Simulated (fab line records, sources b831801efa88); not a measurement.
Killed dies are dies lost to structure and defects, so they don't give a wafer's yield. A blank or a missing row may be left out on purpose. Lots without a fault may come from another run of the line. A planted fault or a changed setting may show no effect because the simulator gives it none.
Which tool did it? | flow gf180mcu | 13 lots, 39 wafers sampled, at 4 steps of a route of 602

WHAT THE GAUGES READ, wafer by wafer
GF_VT_IMPLANT_OVL_MEAS_29. Usual: VT_IMPLANT_02_OVL 1.4 nm, standard deviation 1.5.
lot  | measured     | on         | VT_IMPLANT_02_OVL (nm) | flag
L304 | day 6 21:46  | overlay-01 | 2.7 3.2 1.3            |
L306 | day 7 07:55  | overlay-02 | 0.4 0.0 0.6            |
L310 | day 8 10:52  | overlay-01 | 2.1 2.5 2.2            |
L311 | day 8 16:37  | overlay-01 | 2.0 3.1 2.2            |
L312 | day 9 00:19  | overlay-01 | 1.7 3.3 3.6            |
L313 | day 9 11:05  | overlay-01 | -2.2 -2.4 -1.1         |
L314 | day 9 13:55  | overlay-02 | 3.2 3.8 3.3            |
L315 | day 9 21:13  | overlay-01 | 2.3 0.9 3.4            |
L316 | day 10 03:08 | overlay-02 | 2.7 2.9 2.2            |
L318 | day 10 15:16 | overlay-01 | -2.0 -1.4 -0.7         |
L321 | day 11 14:40 | overlay-02 | 0.2 1.1 2.1            |
L324 | day 12 05:19 | overlay-02 | -1.1 0.4 0.4           |
L325 | day 12 13:52 | overlay-01 | 2.0 2.2 2.3            |

GF_M1_CD_MEAS_14: target cd 230 nm. Usual: cd_nm 229.8 nm, standard deviation 1.4.
lot  | measured     | on        | cd_nm (nm)        | flag
L304 | day 17 05:04 | cd_sem-01 | 229.1 230.4 228.4 |
L306 | day 17 20:31 | cd_sem-02 | 229.3 228.5 230.1 |
L310 | day 19 11:13 | cd_sem-01 | 229.9 229.1 230.2 |
L311 | day 19 17:52 | cd_sem-02 | 229.3 228.7 227.7 |
L312 | day 20 05:57 | cd_sem-01 | 228.9 228.4 229.2 |
L313 | day 20 16:17 | cd_sem-01 | 228.4 228.5 229.1 |
L314 | day 20 22:44 | cd_sem-02 | 228.7 228.7 228.4 |
L315 | day 21 08:09 | cd_sem-02 | 228.8 229.5 229.2 |
L316 | day 21 17:33 | cd_sem-01 | 230.1 231.0 230.7 |
L318 | day 22 08:21 | cd_sem-01 | 229.2 229.1 228.3 |
L321 | day 23 14:01 | cd_sem-02 | 228.8 227.3 228.9 |
L324 | day 24 03:52 | cd_sem-01 | 230.5 228.7 231.3 |
L325 | day 24 13:54 | cd_sem-01 | 231.3 230.7 231.7 |

WHICH TOOL RAN EACH LOT (tool, then ch and the chambers of the sampled wafers, then the start)
lot  | GF_POLY_GATE_ETCH_12               | GF_PSD_STRIP_10
L304 | rie_diel-01 ch 1,2, day 9 06:49    | plasma_asher-03 ch 0,1, day 14 06:34
L306 | rie_diel-01 ch 1,3, day 9 17:37    | plasma_asher-04 ch 1, day 14 19:52
L310 | rie_diel-03 ch 0,3, day 10 22:49   | plasma_asher-04 ch 0,1, day 16 09:19
L311 | rie_diel-04 ch 0,2,3, day 11 04:14 | plasma_asher-02 ch 0,1, day 16 15:25
L312 | rie_diel-03 ch 0,3, day 11 11:55   | plasma_asher-02 ch 0,1, day 17 02:09
L313 | rie_diel-03 ch 0,2,3, day 11 22:43 | plasma_asher-03 ch 0,1, day 17 12:28
L314 | rie_diel-01 ch 0,1,3, day 12 04:31 | plasma_asher-03 ch 0,1, day 17 18:58
L315 | rie_diel-04 ch 0,1,2, day 12 11:16 | plasma_asher-03 ch 0,1, day 18 04:18
L316 | rie_diel-01 ch 2,3, day 12 16:02   | plasma_asher-04 ch 0,1, day 18 14:35
L318 | rie_diel-03 ch 0,1,3, day 13 06:02 | plasma_asher-03 ch 0,1, day 19 05:22
L321 | rie_diel-03 ch 0,3, day 14 09:26   | plasma_asher-03 ch 0,1, day 20 12:16
L324 | rie_diel-04 ch 2,3, day 15 01:13   | plasma_asher-04 ch 0,1, day 21 03:28
L325 | rie_diel-04 ch 1,2, day 15 10:52   | plasma_asher-04 ch 0,1, day 21 14:04
- GF_POLY_GATE_ETCH_12: etches BARC in N2/H2.
- GF_PSD_STRIP_10: strips in O2/N2.

WHAT THE TOOLS THEMSELVES READ (means of the sampled wafers that have a number; where no wafer has one, the mark that the record gives instead)
GF_POLY_GATE_ETCH_12. Usual: drypump_motor_current_A 5.9 A, standard deviation 0.48; oes_product_au 0.735 a.u., standard deviation 0.0047; throttle_valve_pct 13.214 %, standard deviation 0.0087.
lot  | tool        | drypump_motor_current_A (A) | oes_product_au (a.u.) | throttle_valve_pct (%) | flag
L304 | rie_diel-01 | 5.7                         | 0.739                 | 13.213                 |
L306 | rie_diel-01 | 5.5                         | 0.734                 | 13.217                 |
L310 | rie_diel-03 | 6.5                         | 0.736                 | 13.222                 |
L311 | rie_diel-04 | 6.2                         | 0.734                 | 13.205                 |
L312 | rie_diel-03 | 6.4                         | 0.731                 | 13.214                 |
L313 | rie_diel-03 | 6.1                         | 0.733                 | 13.211                 |
L314 | rie_diel-01 | 5.6                         | 0.732                 | 13.213                 |
L315 | rie_diel-04 | 6.1                         | 0.736                 | 13.216                 |
L316 | rie_diel-01 | 5.8                         | 0.738                 | 13.215                 |
L318 | rie_diel-03 | 5.9                         | 0.738                 | 13.218                 |
L321 | rie_diel-03 | 6.5                         | 0.735                 | 13.214                 |
L324 | rie_diel-04 | 6.1                         | 0.737                 | 13.208                 |
L325 | rie_diel-04 | 5.8                         | 0.737                 | 13.213                 |

GF_PSD_STRIP_10. Usual: drypump_motor_current_A 5.5 A, standard deviation 0.65; heater_power_w 290 W, standard deviation 23; o2_flow_sccm 3001 sccm, standard deviation 8.2; oes_product_au 0.589 a.u., standard deviation 0.0042; strip_time_to_endpoint_s 16.69 s, standard deviation 0.038.
lot  | tool            | drypump_motor_current_A (A) | heater_power_w (W) | o2_flow_sccm (sccm) | oes_product_au (a.u.) | strip_time_to_endpoint_s (s) | flag
L304 | plasma_asher-03 | 5.9                         | 304                | 2998                | 0.589                 | 16.71                        |
L306 | plasma_asher-04 | 5.1                         | 255                | 3006                | 0.587                 | 16.74                        |
L310 | plasma_asher-04 | 4.9                         | 296                | 2999                | 0.587                 | 16.68                        |
L311 | plasma_asher-02 | 6.0                         | 279                | 3010                | 0.592                 | 16.70                        |
L312 | plasma_asher-02 | 5.4                         | 291                | 3003                | 0.591                 | 16.74                        |
L313 | plasma_asher-03 | 5.8                         | 302                | 3002                | 0.587                 | 16.75                        |
L314 | plasma_asher-03 | 6.0                         | 296                | 3003                | 0.582                 | 16.72                        |
L315 | plasma_asher-03 | 6.0                         | 297                | 3009                | 0.588                 | 16.69                        |
L316 | plasma_asher-04 | 5.0                         | 277                | 2998                | 0.587                 | 16.65                        |
L318 | plasma_asher-03 | 6.0                         | 294                | 2996                | 0.589                 | 16.70                        |
L321 | plasma_asher-03 | 5.9                         | 299                | 2994                | 0.588                 | 16.69                        |
L324 | plasma_asher-04 | 5.0                         | 281                | 3603                | 0.593                 | 16.46                        | OFF
L325 | plasma_asher-04 | 5.0                         | 273                | 3597                | 0.588                 | 16.53                        | OFF

THE ANSWER, worked out from the rows above alone
Rule: a lot is off if the mean of its wafers that have a number lies more than 3 standard deviations from the usual mean. A lot without any number at a reading at which 4 lots or more have one is off too. The other lots that the step has rows for count as sound. The gauges are gone through in route order, then the tools' own readings, and for those a lot's mean is taken as printed above. The first step at which some lot is off is used, and at that step the reading that is off furthest; a lot without a number counts as furthest.
Off: L324, L325, at GF_PSD_STRIP_10 (o2_flow_sccm).
A tool fits if, at that step or a process step before it, it ran every lot that is off, and no sound lot after the first of them. Can't be told from this: 2 tools fit, rie_diel-04 at GF_POLY_GATE_ETCH_12, plasma_asher-04 at GF_PSD_STRIP_10.

WHAT THE SIMULATOR HAD PUT IN
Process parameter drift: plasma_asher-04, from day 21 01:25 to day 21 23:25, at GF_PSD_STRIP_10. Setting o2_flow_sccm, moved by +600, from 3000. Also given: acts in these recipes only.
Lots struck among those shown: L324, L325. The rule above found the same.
